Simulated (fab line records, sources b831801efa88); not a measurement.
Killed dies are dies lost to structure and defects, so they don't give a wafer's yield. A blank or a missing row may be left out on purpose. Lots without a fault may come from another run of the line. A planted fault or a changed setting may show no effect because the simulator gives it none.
fab line records | flow sky130
record lots=5 wafers=15 last_day=50
route steps=708 shown SD_N@350 SD_P@359 RES_XHIGH@360 SALICIDE@361 LI_CONTACT@362 PAD_OPEN@708
lots that met no fault: from a run of the same line without faults
start_h: hours from the record's first day to the start of the lot's first wafer shown | wait_h: hours since the lot's step before | " the same as in the row above | L1.1+2: a row that stands for several wafers | - no value, or no start given | * or withheld: withheld | < > ~ a bound
route shown NAME@n: a module of which the file shows steps, and the number in the route of the first | usual: mean/standard deviation of fault-free wafers | same: alike in all rows | chamber/n: place in a boat | sites: the reading at each site | _std_site: their standard deviation | _edge_site: outer sites' mean less inner sites' | radius_mm: how far each site lies from the wafer's centre | mask NAME#n: copy n | behind: the tool/chamber that last shaped the wafer | hold: why the lot was held/for how many hours/how that ended | device: the transistor (n, p or np) that didn't switch | end of line: the same wafers' tests at the end of the route | a step without rows: its recipe alone | killed: dies lost to structure and defects at the first sort, not the wafer's yield | map: a wafer's dies, x killed, . not, _ none there
set.NAME: the setting as run; set.NAME@STEP: as run at that earlier step | model.NAME: the simulator's own value behind a step, which no gauge read
lots at some steps of the route; a table a step, a row a wafer
services: from which hour (start_h, from the record's first day; less than 0 if before it) a tool's chamber was out of use, for how many hours, and why
## steps
# step SKY_SD_N_OVL_MEAS_08
# usual SD_N_OVL=0.6/1.4
# columns lot.wafer tool chamber start_h wait_h SD_N_OVL[nm]
L418.4 overlay-02 - 709.40 0.1 1.5
L418.5 " - " " 0.2
L418.6 " - " " -0.3
L420.1 overlay-01 - 739.49 0.1 1.6
L420.5 " - " " 3.0
L420.6 " - " " 1.3
L427.1 overlay-02 - 804.49 0.1 2.9
L427.2 " - " " 1.0
L427.3 " - " " 1.1
L430.1 overlay-01 - 807.79 0.1 1.0
L430.2 " - " " -0.4
L430.5 " - " " -0.4
L433.1 overlay-02 - 830.01 0.1 0.4
L433.5 " - " " -1.9
L433.6 " - " " -2.1
# step SKY_SD_N_IMPLANT_09
# recipe species=As energy_kev=50 dose_cm2=4e+15 tilt_deg=0
# step SKY_SD_N_IMPLANT_10
# recipe species=P energy_kev=20 dose_cm2=1e+14 tilt_deg=0
# step SKY_SD_N_STRIP_11
# recipe chemistry=O2/N2 power_w=1400 pressure_mtorr=1500 platen_temp_c=withheld o2_flow_sccm=3000 n2_flow_sccm=300 overash_fraction=0.5
# usual drypump_motor_current_A=6.0/0.5 n2_flow_sccm=300.1/0.9 oes_product_au=0.528/0.0042 strip_time_to_endpoint_s=22.57/0.044
# columns lot.wafer tool chamber start_h wait_h drypump_motor_current_A n2_flow_sccm oes_product_au rf_hours_counter_h strip_time_to_endpoint_s
L418.4 plasma_asher-02 1 709.75 0.1 6.3 299.6 0.526 - 22.59
L418.5 " 1 " " 6.3 300.5 0.531 - 22.60
L418.6 " 0 " " 6.4 301.8 0.522 - 22.55
L420.1 plasma_asher-02 1 739.82 0.1 6.3 298.3 0.527 32 22.57
L420.5 " 1 " " 6.3 298.7 0.528 - 22.57
L420.6 " 0 " " 6.4 300.7 0.529 - 22.63
L427.1 plasma_asher-02 0 804.82 0.1 6.4 299.7 0.527 39 22.61
L427.2 " 1 " " 6.3 300.7 0.522 39 22.65
L427.3 " 0 " " 6.4 299.2 0.529 - 22.65
L430.1 plasma_asher-02 1 808.12 0.1 6.3 301.1 0.529 39 22.54
L430.2 " 0 " " 6.4 299.7 0.525 39 22.49
L430.5 " 0 " " 6.4 300.6 0.521 - 22.48
L433.1 plasma_asher-02 1 830.34 0.1 6.3 298.7 0.523 42 22.63
L433.5 " 0 " " 6.4 298.6 0.529 - 22.61
L433.6 " 1 " " 6.3 300.7 0.529 - 22.62
# step SKY_SD_N_TW_MEAS_12
# usual SD_N_TW=4013/23
# columns lot.wafer tool chamber start_h wait_h SD_N_TW
L418.4 film_metro-04 - 709.85 0.1 4041
L418.5 " - " " 4059
L418.6 " - " " 4046
L420.1 film_metro-01 - 739.92 0.1 4001
L420.5 " - " " 4005
L420.6 " - " " 3986
L427.1 film_metro-02 - 804.92 0.1 4037
L427.2 " - " " 4010
L427.3 " - " " 4021
L430.1 film_metro-02 - 808.22 0.1 4032
L430.2 " - " " 3996
L430.5 " - " " 3991
L433.1 film_metro-01 - 830.44 0.1 4046
L433.5 " - " " 4010
L433.6 " - " " 4006
# step SKY_SD_N_CLEAN_13
# recipe chemistry=SC1/SC2 mix=1:4:20 temp_c=70 time_s=150 dry=n2_spin
# step SKY_SD_N_RTA_14
# recipe temp_c=1075 time_s=2 idle_temp_c=650 ramp_up_c_per_s=150 ramp_down_c_per_s=90 ambient=N2
# usual chamber_o2_ppm=2.003/0.026 lamp_power_pct=15.73/0.052 wafer_temp_C_max=1078.1/1.3
# columns lot.wafer tool chamber start_h wait_h chamber_o2_ppm lamp_power_pct wafer_temp_C_max
L418.4 rtp_anneal-01 0 710.02 0.0 2.001 15.73 1078.0
L418.5 " 0 " " 2.002 15.74 1077.5
L418.6 " 0 " " 1.987 15.74 1078.7
L420.1 rtp_anneal-01 0 740.03 0.0 1.986 15.69 1078.6
L420.5 " 0 " " 1.996 15.67 1077.8
L420.6 " 0 " " 1.975 15.67 1077.7
L427.1 rtp_anneal-02 0 805.04 0.0 1.969 15.70 1077.9
L427.2 " 0 " " 1.931 15.68 1078.9
L427.3 " 0 " " 1.996 15.69 1081.7
L430.1 rtp_anneal-01 0 808.33 0.0 1.983 15.63 1078.4
L430.2 " 0 " " 1.992 15.76 1078.4
L430.5 " 0 " " 1.972 15.71 1076.7
L433.1 rtp_anneal-02 0 830.55 0.0 2.021 15.71 1079.5
L433.5 " 0 " " 2.043 15.68 1076.8
L433.6 " 0 " " 2.066 15.75 1077.9
# step SKY_SD_N_RS_MEAS_16
# recipe thk_meas_gauge=four-point-probe
# usual SD_N_RS=68.55/0.13
# columns lot.wafer tool chamber start_h wait_h SD_N_RS[ohm/sq]
L418.4 film_metro-02 - 710.22 0.1 68.51
L418.5 " - " " 68.51
L418.6 " - " " 68.53
L420.1 film_metro-01 - 740.20 0.1 68.52
L420.5 " - " " 68.82
L420.6 " - " " 68.62
L427.1 film_metro-01 - 805.21 0.1 68.50
L427.2 " - " " 68.57
L427.3 " - " " 68.42
L430.1 film_metro-01 - 808.50 0.1 68.50
L430.2 " - " " 68.76
L430.5 " - " " 68.59
L433.1 film_metro-02 - 830.72 0.1 68.64
L433.5 " - " " 68.54
L433.6 " - " " 68.79
# step SKY_SD_N_RS_MEAS_17
# recipe thk_meas_gauge=four-point-probe
# usual SD_P_RS=147.1/0.36
# columns lot.wafer tool chamber start_h wait_h SD_P_RS[ohm/sq]
L418.4 film_metro-02 - 710.34 0.1 147.4
L418.5 " - " " 146.8
L418.6 " - " " 147.1
L420.1 film_metro-01 - 740.32 0.1 146.7
L420.5 " - " " 147.2
L420.6 " - " " 146.8
L427.1 film_metro-01 - 805.33 0.1 147.0
L427.2 " - " " 147.1
L427.3 " - " " 146.4
L430.1 film_metro-01 - 808.62 0.1 146.8
L430.2 " - " " 147.0
L430.5 " - " " 147.6
L433.1 film_metro-02 - 830.84 0.1 147.5
L433.5 " - " " 146.7
L433.6 " - " " 147.3
# step SKY_SD_N_RS_MEAS_18
# recipe thk_meas_gauge=four-point-probe
# usual RES_XHIGH_RS=332.8/1.1
# columns lot.wafer tool chamber start_h wait_h RES_XHIGH_RS[ohm/sq]
L418.4 film_metro-02 - 710.46 0.1 333.3
L418.5 " - " " 333.7
L418.6 " - " " 334.3
L420.1 film_metro-01 - 740.44 0.1 333.5
L420.5 " - " " 333.9
L420.6 " - " " 334.1
L427.1 film_metro-01 - 805.45 0.1 332.9
L427.2 " - " " 332.3
L427.3 " - " " 333.4
L430.1 film_metro-01 - 808.74 0.1 333.3
L430.2 " - " " 333.2
L430.5 " - " " 333.9
L433.1 film_metro-02 - 830.96 0.1 331.3
L433.5 " - " " 331.7
L433.6 " - " " 331.0
# step SKY_SALICIDE_CLEAN_00
# recipe chemistry=HF-last time_s=30 dilution=100:1 dry=ipa_marangoni
# step SKY_LI_CONTACT_HDPCVD_00
# recipe material=PSG target_thk_nm=930 sigma_open_frac=0.3 time_s=155 temp_c=600 sih4_flow_sccm=60 pressure_mtorr=6
# usual susceptor_temp_C=600.05/0.29
# columns lot.wafer tool chamber start_h wait_h susceptor_temp_C model.PSG_of_LI_CONTACT_HDPCVD_00.thk_nm
L418.4 hdpcvd-02 0 710.61 0.1 600.57 924.3
L418.5 " 0 " " 600.34 930
L418.6 " 1 " " 599.88 920.5
L420.1 hdpcvd-02 2 740.58 0.0 600.13 917
L420.5 " 2 " " 599.94 913
L420.6 " 1 " " 600.37 1266
L427.1 hdpcvd-01 0 805.59 0.0 599.89 924.1
L427.2 " 2 " " 600.10 933.9
L427.3 " 1 " " 600.01 943.6
L430.1 hdpcvd-01 1 808.88 0.0 599.69 945.2
L430.2 " 0 " " 600.35 929.4
L430.5 " 1 " " 599.59 934.5
L433.1 hdpcvd-01 1 831.10 0.0 600.14 934.9
L433.5 " 2 " " 600.01 911.4
L433.6 " 0 " " 600.12 929.8
# step SKY_LI_CONTACT_THK_MEAS_01
# recipe reads=PSG_of_LI_CONTACT_HDPCVD_00
# usual LI_CONTACT_HDPCVD_THK=929/8.9
# columns lot.wafer tool chamber start_h wait_h LI_CONTACT_HDPCVD_THK[nm]
L418.4 film_metro-01 - 710.74 0.1 925
L418.5 " - " " 930
L418.6 " - " " 921
L420.1 film_metro-02 - 740.68 0.1 917
L420.5 " - " " 913
L420.6 " - " " 1266
L427.1 film_metro-02 - 805.69 0.1 924
L427.2 " - " " 934
L427.3 " - " " 944
L430.1 film_metro-02 - 808.98 0.1 945
L430.2 " - " " 930
L430.5 " - " " 935
L433.1 film_metro-02 - 831.20 0.1 936
L433.5 " - " " 911
L433.6 " - " " 931
# step SKY_LI_CONTACT_CMP_02
# recipe material=PSG down_force_psi=4 platen_rpm=60 pad_velocity_m_s=0.94248
# usual motor_current_A=12.1/1.1 time_to_endpoint_s=31.2/2.5
# columns lot.wafer tool chamber start_h wait_h motor_current_A time_to_endpoint_s
L418.4 cmp-01 0 710.82 0.1 12.0 28.5
L418.5 " 3 " " 11.1 29.4
L418.6 " 0 " " 11.4 31.2
L420.1 cmp-01 0 740.84 0.1 11.1 25.5
L420.6 " 2 " " 13.6 63.3
L420.5 " 3 " " 10.9 29.7
L427.3 cmp-01 3 805.75 0.0 10.8 30.0
L427.2 " 0 " " 12.3 32.4
L427.1 " 1 " " 12.4 31.2
L430.2 cmp-01 3 809.09 0.1 10.9 32.3
L430.1 " 0 " " 12.4 31.1
L430.5 " 2 " " 13.0 33.6
L433.1 cmp-02 0 831.41 0.2 14.4 30.3
L433.6 " 1 " " 12.5 29.4
L433.5 " 2 " " 11.1 27.2
# step SKY_LI_CONTACT_BOW_MEAS_03
# recipe mode=bow
# usual LI_CONTACT_BOW=55/7.3
# columns lot.wafer tool chamber start_h wait_h LI_CONTACT_BOW[um]
L418.4 film_metro-01 - 711.13 0.3 61
L418.5 " - " " 58
L418.6 " - " " 71
L420.1 film_metro-01 - 741.04 0.1 59
L420.5 " - " " 61
L420.6 " - " " 52
L427.1 film_metro-01 - 806.05 0.1 52
L427.2 " - " " 65
L427.3 " - " " 52
L430.1 film_metro-02 - 809.34 0.1 62
L430.2 " - " " 68
L430.5 " - " " 53
L433.1 film_metro-01 - 831.56 0.1 62
L433.5 " - " " 57
L433.6 " - " " 64
# step SKY_PAD_OPEN_PROBE_99
# usual killed_at_M0_to_M3=43/7.4 killed_at_M4_up=3.1/1.9 killed_at_contacts=25/5.4 killed_at_front_end=15/4.3 killed_at_other=0.3/0.54 killed_dies=86/10 killed_open=46/7.4 killed_short=40/7
# same gross_dies=492 killed_at_back_side=0
# columns lot.wafer tool chamber start_h wait_h killed_at_M0_to_M3 killed_at_M4_up killed_at_contacts killed_at_front_end killed_at_other killed_dies killed_open killed_short
L427.1 prober-02 - 1187.52 0.1 37 3 27 15 0 82 58 24
# killed by level:class
L427.1 CONTACT:geometric_particle:open=17 VIA1:geometric_particle:open=14 VIA3:geometric_particle:open=6 POLY_GATE:geometric_particle:open=5 VIA1:geometric_particle:short=5 POLY_GATE:geometric_particle:short=4 CONTACT:geometric_particle:short=3 METAL1:geometric_particle:short=3
## services
# columns tool chamber start_h hours kind
hdpcvd-02 2 707.87 15.8 repair
hdpcvd-01 - 709.49 14.4 repair
cmp-01 - 714.46 2.6 repair
cmp-02 - 733.94 2.8 repair
plasma_asher-02 - 738.53 1.2 repair
hdpcvd-02 - 743.71 0.3 repair
cmp-01 - 744.13 4.0 pm
cmp-02 - 744.29 1.5 repair
cmp-01 - 748.13 - consumable_replace:conditioner
cmp-01 - 748.13 - consumable_replace:pad
cmp-01 - 761.53 3.9 repair
cmp-02 - 817.57 0.8 repair
## key
first_sign step=SKY_LI_CONTACT_THK_MEAS_01 reading=LI_CONTACT_HDPCVD_THK direction=up sigmas=38 usual=929 struck=1266
effect step=SKY_LI_CONTACT_CMP_02 reading=time_to_endpoint_s direction=up sigmas=13 usual=* struck=*
model_effect step=SKY_LI_CONTACT_HDPCVD_00 value=PSG_of_LI_CONTACT_HDPCVD_00.thk_nm without=921.1 struck=1266
met_at SKY_LI_CONTACT_HDPCVD_00
struck_wafers L420.6
tester_left_out L420
onset_between 710.61 740.58
fault kind=process_parameter_drift tool=hdpcvd-02 chamber=1 onset_h=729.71 steps=SKY_LI_CONTACT_HDPCVD_00 channel=target_thk_nm offset=344.97 shape=step end_h=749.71 acts_in=these_recipes_only stated=930
# tester_left_out: of these lots the tester's yield and bins aren't shown, on N5 and GAA mostly nor the transistor test; their killed dies are dies lost to structure and defects alone, not to doping, threshold or leakage, so they don't give the yield
